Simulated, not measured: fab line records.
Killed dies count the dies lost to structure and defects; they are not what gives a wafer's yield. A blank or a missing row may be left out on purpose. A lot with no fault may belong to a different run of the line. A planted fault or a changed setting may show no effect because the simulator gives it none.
Tool commonality check ; flow gf180mcu ; 13 lots, 45 wafers sampled

## WHY IT WAS OPENED
Of 13 lots, 2 have the reading MVPSD_TW flagged at GF_MVPSD_TW_MEAS_11. No-fault wafers: 555, standard deviation 7.7.
Rule: flag the lot when none of its wafers has a number, or when each of its wafers that has one lies beyond 4 standard deviations from that mean. The other lots count as sound.

lot;measured;on;MVPSD_TW, wafer by wafer;flag
L424;day 5 00:31;filmMetro-04;553 554 554;
L425;day 5 06:29;filmMetro-01;562 561 562;
L427;day 5 17:37;filmMetro-03;545 545 548;
L428;day 5 23:55;filmMetro-04;560 556 556;
L429;day 6 07:19;filmMetro-01;567 562 565;
L430;day 6 12:31;filmMetro-01;1635 1635 1635 1634 1631 1630;FLAGGED
L431;day 6 19:43;filmMetro-04;1598 1607 1600 1602 1596 1605;FLAGGED
L434;day 7 14:32;filmMetro-03;547 546 548;
L439;day 8 21:28;filmMetro-03;548 548 548;
L441;day 9 07:37;filmMetro-03;545 549 547;
L443;day 9 19:37;filmMetro-03;549 546 546;
L444;day 9 23:43;filmMetro-03;545 547 547;
L445;day 10 05:26;filmMetro-03;546 546 546;
Averaged over the flagged lots the numbers come to 1617, +1062 from the usual (+99 or more standard deviations).

## TOOL THAT RAN EACH LOT
The record holds 1 process step before the reading, out of a route of 602 steps. Read each cell as the tool, then ch plus the chambers that the sampled wafers visited, then the start.
lot;flag;GF_MVSD_COAT_02
L424;;lithoTrack-02 ch 0, day 4 02:52
L425;;lithoTrack-02 ch 0, day 4 08:36
L427;;lithoTrack-02 ch 0, day 4 19:31
L428;;lithoTrack-03 ch 0, day 5 01:04
L429;;lithoTrack-04 ch 0, day 5 07:49
L430;FLAGGED;lithoTrack-02, day 5 12:49
L431;FLAGGED;lithoTrack-02, day 5 20:55
L434;;lithoTrack-02 ch 0, day 6 13:52
L439;;lithoTrack-02 ch 0, day 7 20:03
L441;;lithoTrack-04 ch 0, day 8 06:28
L443;;lithoTrack-02 ch 0, day 8 16:58
L444;;lithoTrack-02 ch 0, day 8 21:22
L445;;lithoTrack-04 ch 0, day 9 02:28
What is done by these steps:
- GF_MVSD_COAT_02: resist thk 3000 nm.
- GF_MVPSD_TW_MEAS_11

## FLAGGED OVER TOTAL, TOOL BY TOOL (the gauges that took the reading come last)
step;tool;lots run;flagged;share of the flagged lots;sound lots run after its first flagged lot
GF_MVSD_COAT_02;lithoTrack-02;9;2;all;4 (L434,L439,L443,L444)
GF_MVSD_COAT_02;lithoTrack-03;1;0;none;-
GF_MVSD_COAT_02;lithoTrack-04;3;0;none;-
GF_MVPSD_TW_MEAS_11;filmMetro-01;3;1;some;0
GF_MVPSD_TW_MEAS_11;filmMetro-03;7;0;none;-
GF_MVPSD_TW_MEAS_11;filmMetro-04;3;1;some;0

## WHAT THE TABLE ALLOWS
Rows of the table that ran each flagged lot: 1, that is lithoTrack-02 at GF_MVSD_COAT_02.
- lithoTrack-02 at GF_MVSD_COAT_02: 2 of its 9 lots flagged. After the first flagged lot (L434, L439, L443, L444), sound lots still ran on it; a lasting fault on the whole tool would not permit that. On the flagged lots its readings are blank where sound lots have values: chillPlateTempC, dispensePressureKPa, exhaustPa.
There is no row in the table that ran each flagged lot and no sound lot after the first.

## WHAT THE SIMULATOR HAD PUT IN
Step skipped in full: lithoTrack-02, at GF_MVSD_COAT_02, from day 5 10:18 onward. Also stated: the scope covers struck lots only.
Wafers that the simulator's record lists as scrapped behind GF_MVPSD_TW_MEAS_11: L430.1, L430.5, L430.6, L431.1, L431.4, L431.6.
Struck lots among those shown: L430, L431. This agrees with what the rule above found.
